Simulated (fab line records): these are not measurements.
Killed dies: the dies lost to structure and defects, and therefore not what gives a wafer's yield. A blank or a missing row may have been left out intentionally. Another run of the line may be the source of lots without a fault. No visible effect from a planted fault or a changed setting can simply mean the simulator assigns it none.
Comparing a struck lot with a sound one || flow sky130 || 15 out of 708 route steps
Sound: the wafers L476.1, L476.5, L476.6. Struck: wafers L482.1, L482.5, L482.6. At the end, the cause is stated.
Order at every step that has rows: each side's tool, ch and its chambers, its first start. Under that, the readings that differ: sound wafers || struck wafers || difference of the means || sigmas: that difference in standard deviations of wafers without a fault.
alike: readings with means less than 2 such deviations apart, plus words and numbers identical on both sides. not compared: withheld readings, readings lacking a value on some wafer, bounds such as >300 that could conceal the same value, and numbers that have no deviation in the record and whose values overlap.
Wherever a step has rows on one side only, a row that says differs or no value, or a row with sigmas, the two part there. Non-overlapping numbers with no deviation appear without sigmas and do not part them. A reading missing from all wafers of one side parts the sides only when that side holds two or more wafers.

SKY_METAL1_STRIP_20: strips in O2/N2.
  sound on plasmaAsher-03 ch 0,1, day 39 01:08; struck on plasmaAsher-01 ch 0,1, day 39 04:02
  alike: drypumpMotorCurrentA, o2FlowSccm, oesProductAu, stripTimeToEndpointS
  not compared: rfHoursCounterH
then, 4 steps without rows for these wafers: SKY_METAL1_STRIP_21 (strips in post etch residue remover, time 1200 s); SKY_METAL1_CLEAN_22 (cleans in IPA, time 180 s); SKY_METAL1_CLEAN_23 (cleans in O3/DIW); SKY_VIA1_HDPCVD_00 (deposits SiO2, target thk 1030 nm, time 171.7 s).
SKY_VIA1_THK_MEAS_01:
  struck on filmMetro-01, day 39 04:49; sound on filmMetro-01, day 39 01:50
  alike: VIA1_HDPCVD_THK
SKY_VIA1_CMP_02: polishes SiO2.
  sound on cmp-02 ch 1,2,3, day 39 02:04; struck on cmp-02 ch 2,3, day 39 04:52
  alike: motorCurrentA
SKY_VIA1_BOW_MEAS_03:
  struck on filmMetro-02, day 39 05:10; sound on filmMetro-02, day 39 02:16
  alike: VIA1_BOW
then, 4 steps without rows for these wafers: SKY_VIA1_DEHYDRATE_04 (time 60 s); SKY_VIA1_HMDS_05 (prime time 60 s); SKY_VIA1_COAT_06 (resist thk 60 nm); SKY_VIA1_COAT_07 (resist thk 450 nm).
SKY_VIA1_SOFTBAKE_08: time 90 s.
  sound on lithoTrack-04 ch 0, day 39 14:00; struck on lithoTrack-03 ch 0, day 39 18:00
{"reading": "heaterPowerTotalW (W)", "sound": "57.42 57.45 57.24", "struck": "56.20 56.23 56.19", "difference": -1.16, "sigmas": -11}
{"reading": "plateTempC (C)", "sound": "99.95 99.91 100.01", "struck": "98.59 98.60 98.64", "difference": -1.35, "sigmas": -12}
then, 1 step without rows for these wafers: SKY_VIA1_EXPOSE_09 (exposes mask VIM, target cd 150 nm).
-- the record jumps here: 11 days lie between the struck wafers' starts before and after (it left off in module VIA1 and takes up again in module PAD_OPEN, whose first step shown is number 708 of the route) --
SKY_PAD_OPEN_PROBE_99:
  struck on prober-01, day 50 13:30; sound on prober-02, day 50 11:23
{"reading": "killedAtFrontEnd", "sound": "20 24 29", "struck": "8 5 9", "difference": -17, "sigmas": -3}
  alike: defectLimitedYield, killed_at_M0_to_M3, killed_at_M4_up, killedAtContacts, killedAtOther, killedDies, killedOnRim, killedOpen, killedShort, sort_bin_3_pad_short, sort_bin_5_function, sort_bin_6_memory, sortNPass, sortYieldPct

## WHERE THEY PART
First at SKY_VIA1_SOFTBAKE_08; last, within this record, at SKY_PAD_OPEN_PROBE_99.

WHY: what the simulator had put in
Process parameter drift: lithoTrack-03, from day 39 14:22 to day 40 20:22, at SKY_VIA1_SOFTBAKE_08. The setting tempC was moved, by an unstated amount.
